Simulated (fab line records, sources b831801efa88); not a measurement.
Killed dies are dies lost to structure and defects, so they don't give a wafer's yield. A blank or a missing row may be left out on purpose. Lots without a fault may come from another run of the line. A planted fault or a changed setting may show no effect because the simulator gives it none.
A struck lot beside a sound one | flow sky130 | 23 steps out of a route of 708
Sound: wafers L627.1, L627.3, L627.4. Struck: wafers L637.1, L637.2, L637.5. The cause comes at the end.
At each step with rows: each side's tool, then ch and its chambers, then its first start. Under that, the readings that differ: sound wafers | struck wafers | difference of the means | sigmas: that difference in standard deviations of wafers without a fault.
alike: readings whose means differ by less than 2 such deviations, and words and numbers that are the same on both sides. not compared: withheld readings, readings that some wafer has no value for, bounds like >300 that may hide the same value, and numbers for which the record gives no deviation and whose values overlap.
The two part at a step that has a row with sigmas, a row that says differs or no value, or rows on one side only. Numbers that don't overlap but have no deviation are shown without sigmas and don't part them. A reading that every wafer of one side lacks parts them only if that side has two wafers or more.

SKY_LOCAL_INTERCONNECT_STRIP_15: strips in O2/N2.
  sound on plasma_asher-04 ch 0,1, day 31 04:50; struck on plasma_asher-02 ch 0,1, day 34 18:55
  reading                      | sound             | struck            | difference | sigmas
  strip_time_to_endpoint_s (s) | 4.664 4.674 4.692 | 4.731 4.736 4.736 | +0.058     | +2
  alike: chamber_pressure_mTorr, drypump_motor_current_A, oes_product_au
  not compared: rf_hours_counter_h
then, 3 steps without rows for these wafers: SKY_LOCAL_INTERCONNECT_STRIP_16 (strips in post etch residue remover, time 1200 s); SKY_LOCAL_INTERCONNECT_CLEAN_17 (cleans in IPA, time 180 s); SKY_LOCAL_INTERCONNECT_CLEAN_18 (cleans in O3/DIW).
SKY_CONTACT_CVD_00: deposits Si3N4, target thk 75 nm.
  sound on pecvd-03 ch 0,1,2, day 31 05:28; struck on pecvd-01 ch 0,2, day 34 19:31
  alike: heater_power_w
SKY_CONTACT_THK_MEAS_01:
  sound on film_metro-01, day 31 05:30; struck on film_metro-04, day 34 19:32
  alike: CONTACT_CVD_00_THK
then, 1 step without rows for these wafers: SKY_CONTACT_HDPCVD_02 (deposits SiO2, target thk 565 nm, time 94.2 s).
SKY_CONTACT_THK_MEAS_03:
  sound on film_metro-04, day 31 05:37; struck on film_metro-01, day 34 19:40
  alike: CONTACT_HDPCVD_THK
SKY_CONTACT_CMP_04: polishes SiO2.
  sound on cmp-01 ch 0,1,2, day 31 05:41; struck on cmp-01 ch 1,2, day 34 19:44
  alike: motor_current_A, platen_rpm, slurry_filter_dp_kPa, time_to_endpoint_s
SKY_CONTACT_BOW_MEAS_05:
  sound on film_metro-04, day 31 05:59; struck on film_metro-04, day 34 20:02
  alike: CONTACT_BOW
then, 2 steps without rows for these wafers: SKY_CONTACT_DEHYDRATE_06 (time 60 s); SKY_CONTACT_HMDS_07 (prime time 60 s).
SKY_CONTACT_COAT_08: resist thk 60 nm.
  sound on litho_track-03 ch 0, day 31 18:53; struck on litho_track-03 ch 0, day 35 09:23
then, 5 steps without rows for these wafers: SKY_CONTACT_COAT_09 (resist thk 450 nm); SKY_CONTACT_SOFTBAKE_10 (time 90 s); SKY_CONTACT_EXPOSE_11 (exposes mask CTM1, target cd 170 nm); SKY_CONTACT_PEB_12; SKY_CONTACT_DEVELOP_13 (develop time 60 s).
SKY_CONTACT_CD_MEAS_14: target cd 170 nm.
  sound on cd_sem-02, day 32 08:59; struck on cd_sem-01, day 35 22:43
  reading    | sound             | struck            | difference | sigmas
  cd_nm (nm) | 169.5 168.7 168.9 | 172.1 170.9 172.9 | +2.9       | +2
SKY_CONTACT_OVL_MEAS_15:
  sound on overlay-01, day 32 09:07; struck on overlay-02, day 35 22:50
  alike: CONTACT_OVL
SKY_CONTACT_ETCH_16: etches BARC in N2/H2, stops on SiO2, time 45.9 s, target depth 60 nm.
  sound on rie_diel-04 ch 1,3, day 32 09:09; struck on rie_diel-03 ch 1,2,3, day 35 22:52
  reading                  | sound             | struck            | difference | sigmas
  oes_product_au (a.u.)    | 0.856 0.854 0.856 | 0.895 0.890 0.896 | +0.038     | +8
  model.etch.depth_nm (nm) | 60.26 60.13 60.37 | 64.74 64.82 64.85 | +4.55      |
  alike: bias_w, chamber_pressure_mTorr, drypump_motor_current_A, throttle_valve_pct
  not compared: rf_hours_counter_h
SKY_CONTACT_ETCH_17: etches SiO2 in C4F8/O2/Ar, stops on Si3N4, target depth 340 nm.
  sound on rie_diel-04 ch 1,3, day 32 09:11; struck on rie_diel-03 ch 1,2,3, day 35 22:55
  alike: bias_w, chamber_pressure_mTorr, oes_product_au
then, 1 step without rows for these wafers: SKY_PAD_OPEN_PROBE_99.

WHERE THEY PART
First at SKY_LOCAL_INTERCONNECT_STRIP_15; last, within this record, at SKY_CONTACT_ETCH_16. Later steps at which nothing parts them and some readings are alike: SKY_CONTACT_ETCH_17.

WHY: what the simulator had put in
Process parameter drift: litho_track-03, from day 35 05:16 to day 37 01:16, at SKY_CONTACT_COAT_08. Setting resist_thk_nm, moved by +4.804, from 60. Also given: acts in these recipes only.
